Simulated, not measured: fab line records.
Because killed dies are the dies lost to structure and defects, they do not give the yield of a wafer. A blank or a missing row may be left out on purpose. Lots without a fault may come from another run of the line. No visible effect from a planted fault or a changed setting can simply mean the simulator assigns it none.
Comparing a struck lot with a sound one    flow sky130    43 steps out of a route of 708
Sound: wafers L430.2, L430.4, L430.6. Wafers struck: L445.1, L445.3, L445.4. Last of all comes the cause.
At each step with rows: each side's tool, then ch and its chambers, then its first start. Under that, the readings that differ: sound wafers    struck wafers    difference of the means    sigmas: that difference in standard deviations of wafers without a fault.
alike: readings whose means differ by less than 2 such deviations, and words and numbers that are the same on both sides. not compared: withheld readings, readings that some wafer has no value for, bounds like >300 that may hide the same value, and numbers for which the record gives no deviation and whose values overlap.
Wherever a step has rows on one side only, a row that says differs or no value, or a row with sigmas, the two part there. Non-overlapping numbers with no deviation appear without sigmas and do not part them. Lack of a reading on every wafer of one side parts them only where that side has two or more wafers.

first, 1 step without rows for these wafers: SKY_VIA4_CMP_02 (polishes SiO2).
SKY_VIA4_BOW_MEAS_03:
  struck on filmMetro-01, day 46 19:59; sound on filmMetro-02, day 43 01:25
  alike: VIA4_BOW
then, 7 steps without rows for these wafers: SKY_VIA4_DEHYDRATE_04 (time 60 s); SKY_VIA4_HMDS_05 (prime time 60 s); SKY_VIA4_COAT_06 (resist thk 1140 nm); SKY_VIA4_SOFTBAKE_07 (time 60 s); SKY_VIA4_EXPOSE_08 (exposes mask VIM4, target cd 800 nm); SKY_VIA4_PEB_09; SKY_VIA4_DEVELOP_10 (develop time 60 s).
SKY_VIA4_OVL_MEAS_11:
  struck on overlay-01, day 47 15:09; sound on overlay-02, day 43 23:07
  alike: VIA4_OVL
then, 2 steps without rows for these wafers: SKY_VIA4_ETCH_12 (etches SiO2 in C4F8/O2/Ar, stops on TiN, target depth 580 nm); SKY_VIA4_STRIP_13 (strips in O2/N2).
SKY_VIA4_STRIP_14: strips in post etch residue remover, time 1200 s.
  sound on wetBench-02 ch 3, day 43 23:20; struck on wetBench-01 ch 0, day 47 15:22
  alike: bathGuardTempC
then, 4 steps without rows for these wafers: SKY_VIA4_CLEAN_15 (cleans in IPA, time 180 s); SKY_VIA4_CLEAN_16 (cleans in O3/DIW); SKY_VIA4_SPUTTER_17 (material TiN, target thk 20 nm, time 80 s); SKY_VIA4_CVD_18 (deposits W, target thk 505 nm, time 152.14 s).
SKY_VIA4_RS_MEAS_19: the measuring method here is four-point-probe.
  struck on filmMetro-02, day 47 16:06; sound on filmMetro-04, day 44 00:04
  alike: VIA4_W_RS
SKY_VIA4_THK_MEAS_20: measures by xrf.
  struck on filmMetro-02, day 47 16:13; sound on filmMetro-04, day 44 00:10
  alike: VIA4_W_THK
then, 1 step without rows for these wafers: SKY_VIA4_CMP_21 (polishes, stops on SiO2, t overpolish 25 s, target thk 0 nm).
SKY_METAL5_SPUTTER_00: material Ti, target thk 15 nm, time 10 s.
  struck on pvdSputter-03, day 47 16:43; sound on pvdSputter-04, day 44 00:31
  alike: throttleValvePct
then, 1 step without rows for these wafers: SKY_METAL5_SPUTTER_01 (material TiN, target thk 20 nm, time 16.7 s).
SKY_METAL5_SPUTTER_02: material AlCu, target thk 1150 nm, time 61.2 s.
  struck on pvdSputter-03, day 47 16:45; sound on pvdSputter-04, day 44 00:34
  alike: throttleValvePct
SKY_METAL5_SPUTTER_03: material Ti, target thk 5 nm, time 3.3 s.
  struck on pvdSputter-03, day 47 16:48; sound on pvdSputter-04, day 44 00:37
  alike: throttleValvePct
then, 1 step without rows for these wafers: SKY_METAL5_SPUTTER_04 (material TiN, target thk 70 nm, time 58.3 s).
SKY_METAL5_RS_MEAS_05: the measuring method here is four-point-probe.
  struck on filmMetro-03, day 47 16:52; sound on filmMetro-03, day 44 00:42
  alike: METAL5_ALCU_RS
SKY_METAL5_THK_MEAS_06: measures by xrf.
  struck on filmMetro-03, day 47 16:59; sound on filmMetro-03, day 44 00:49
  alike: METAL5_ALCU_THK
then, 9 steps without rows for these wafers: SKY_METAL5_DEHYDRATE_07 (time 60 s); SKY_METAL5_HMDS_08 (prime time 60 s); SKY_METAL5_COAT_09 (resist thk 1800 nm); SKY_METAL5_SOFTBAKE_10 (time 60 s); SKY_METAL5_EXPOSE_11 (exposes mask MM5, target cd 1600 nm); SKY_METAL5_PEB_12; SKY_METAL5_DEVELOP_13 (develop time 60 s); SKY_METAL5_DESCUM_14 (chemistry O2, time 11 s); SKY_METAL5_METAL_ETCH_15 (etches the open film in Cl2/BCl3, stops on SiO2, target depth 1260 nm, time 252 s).
SKY_METAL5_STRIP_16: strips in O2/N2.
  sound on plasmaAsher-03 ch 0, day 44 23:07; struck on plasmaAsher-01 ch 0,1, day 48 12:38
  alike: drypumpMotorCurrentA, oesProductAu, stripTimeToEndpointS
  not compared: rfHoursCounterH
then, 3 steps without rows for these wafers: SKY_METAL5_STRIP_17 (strips in post etch residue remover, time 1200 s); SKY_METAL5_CLEAN_18 (cleans in IPA, time 180 s); SKY_METAL5_CLEAN_19 (cleans in O3/DIW).
SKY_PASSIVATION_CVD_00: deposits SiO2, target thk 90 nm.
  sound on pecvd-03 ch 0,1, day 44 23:43; struck on pecvd-03 ch 1,2, day 48 13:14
  alike: heaterPowerW, susceptorTempC
SKY_PASSIVATION_THK_MEAS_01:
  struck on filmMetro-03, day 48 13:16; sound on filmMetro-03, day 44 23:44
  alike: PASSIVATION_CVD_00_THK
SKY_PAD_OPEN_PROBE_99:
  struck on prober-02, day 50 02:10; sound on prober-01, day 46 21:16
reading                                sound              struck             difference  sigmas
defectLimitedYield (%)                 83.5 85.2 84.8     72.4 72.4 69.7     -13.0       -7
killed_at_M4_up                        1 2 2              68 66 58           +62         +33
killedDies                             81 73 75           136 136 149        +64         +7
sort_bin_3_pad_short (%)               1.0 1.2 1.2        4.1 3.0 3.9        +2.5        +6
sort_bin_5_function (%)                10.8 9.1 8.9       17.1 17.1 19.1     +8.2        +6
sort_bin_6_memory (%)                  4.7 4.5 5.1        6.5 7.5 7.3        +2.3        +2
sortNPass                              411 419 417        356 356 343        -64         -7
sortYieldPct (%)                       83.5 85.2 84.8     72.4 72.4 69.7     -13.0       -7
model.etest.tester.sortNPass           411 419 417        356 356 343        -64         
model.etest.tester.sortYieldPct (%)    83.54 85.16 84.76  72.36 72.36 69.72  -13.01      
model.etest.tester.sort_bin_5_pct (%)  10.77 9.146 8.943  17.07 17.07 19.11  +8.13       
model.etest.tester.sort_bin_3_pct (%)  1.016 1.22 1.22    4.065 3.049 3.862  +2.507      
  alike: killed_at_M0_to_M3, killedAtContacts, killedAtFrontEnd, killedAtOther, killedOpen, killedShort

WHERE THEY PART
Only at SKY_PAD_OPEN_PROBE_99, within this record.

WHY: what the simulator had put in
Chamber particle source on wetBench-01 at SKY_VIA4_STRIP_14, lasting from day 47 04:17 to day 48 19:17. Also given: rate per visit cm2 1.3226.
